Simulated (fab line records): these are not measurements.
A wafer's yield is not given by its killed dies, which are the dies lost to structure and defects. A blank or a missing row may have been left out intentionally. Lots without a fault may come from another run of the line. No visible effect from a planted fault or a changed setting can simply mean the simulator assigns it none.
Struck lot and sound lot, side by side | flow sky130 | 15 out of 708 route steps
Sound: these wafers, L405.3, L405.4, L405.6. The struck wafers were L422.4, L422.5, L422.6. At the end, the cause is stated.
For every step that has rows: the tool of each side, followed by ch and its chambers, followed by its first start. Under that, the readings that differ: sound wafers | struck wafers | difference of the means | sigmas: that difference in standard deviations of wafers without a fault.
alike: readings whose means differ by less than 2 such deviations, and words and numbers that are the same on both sides. not compared: withheld readings, readings that some wafer has no value for, bounds like >300 that may hide the same value, and numbers for which the record gives no deviation and whose values overlap.
Wherever a step has rows on one side only, a row that says differs or no value, or a row with sigmas, the two part there. Numbers that don't overlap but have no deviation are shown without sigmas and don't part them. A reading that every wafer of one side lacks parts them only if that side has two wafers or more.

first, 4 steps without rows for these wafers: SKY_LDD_N_SOFTBAKE_03 (time 60 s); SKY_LDD_N_EXPOSE_04 (exposes mask NTM, target cd 840 nm); SKY_LDD_N_PEB_05; SKY_LDD_N_DEVELOP_06 (develop time 60 s).
SKY_LDD_N_OVL_MEAS_07:
  sound on overlay-01, day 17 05:48; struck on overlay-01, day 23 22:45
  alike: LDD_N_OVL
then, 7 steps without rows for these wafers: SKY_LDD_N_IMPLANT_08; SKY_LDD_N_IMPLANT_09; SKY_LDD_N_IMPLANT_10; SKY_LDD_N_IMPLANT_11; SKY_LDD_N_IMPLANT_12; SKY_LDD_N_IMPLANT_13; SKY_LDD_N_IMPLANT_14.
SKY_LDD_N_IMPLANT_15:
  sound on implanter-01 ch 0, day 17 06:55; struck on implanter-02 ch 0, day 23 23:53
  reading            | sound                         | struck                        | difference | sigmas
  dose ions cm2      | 4.998e+12 5.004e+12 4.993e+12 | 2.202e+12 2.197e+12 2.194e+12 | -2.801e+12 | -99 or more
  faraday current uA | 27.1 28.5 28.2                | 12.6 12.4 12.3                | -15.5      | -27
SKY_LDD_N_STRIP_16: strips in O2/N2.
  sound on plasma asher-01 ch 0,1, day 17 07:03; struck on plasma asher-03 ch 0,1, day 24 00:00
  alike: drypump motor current A, oes product au, strip time to endpoint s
  not compared: rf hours counter h
-- record jumps: 26 days separate the struck wafers' starts on either side; left off in module LDD_N, taken up again in module PAD_OPEN, whose first shown step is the route's number 708 --
SKY_PAD_OPEN_PROBE_99:
  sound on prober-02, day 45 08:12; struck on prober-01, day 49 16:40
  reading                                     | sound                | struck               | difference | sigmas
  model.etest.nfet_01v8_turned.drive ua um    | 491.5 491.1 483.9    | 540.5 532 516.7      | +40.9      |
  model.etest.tip n.rs ohm sq                 | 443.5 444.2 441      | 434.5 437.1 435.2    | -7.3       |
  model.etest.nfet_01v8_turned.off log10 a um | -13.37 -13.39 -13.54 | -13.14 -13.21 -13.28 | +0.22      |
  model.etest.nfet_01v8_turned.vt sat v (V)   | 0.6609 0.6607 0.6675 | 0.5989 0.6061 0.6208 | -0.0544    |
  model.etest.nfet_01v8_lvt.vt sat v (V)      | 0.5514 0.5446 0.5548 | 0.5035 0.5083 0.5232 | -0.0386    |
  model.etest.nfet_01v8_turned.vt v (V)       | 0.7061 0.7103 0.7134 | 0.6791 0.6825 0.6929 | -0.0251    |
  model.etest.nfet_01v8_swapped.vt sat v (V)  | 0.6613 0.6623 0.6665 | 0.6292 0.6326 0.6477 | -0.0269    |
  model.etest.nfet_01v8.vt sat v (V)          | 0.6571 0.659 0.6633  | 0.6247 0.6234 0.6392 | -0.0307    |
  alike: killed_at_M0_to_M3, killed_at_M4_up, killed at contacts, killed at front end, killed at other, killed dies, killed open, killed short

== WHERE THEY PART ==
SKY_LDD_N_IMPLANT_15 only, going by this record. Later steps at which nothing parts them and some readings are alike: SKY_LDD_N_STRIP_16, SKY_PAD_OPEN_PROBE_99.

WHY: the cause the simulator had injected
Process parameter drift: implanter-02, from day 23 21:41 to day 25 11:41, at SKY_LDD_N_IMPLANT_15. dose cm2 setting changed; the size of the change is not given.
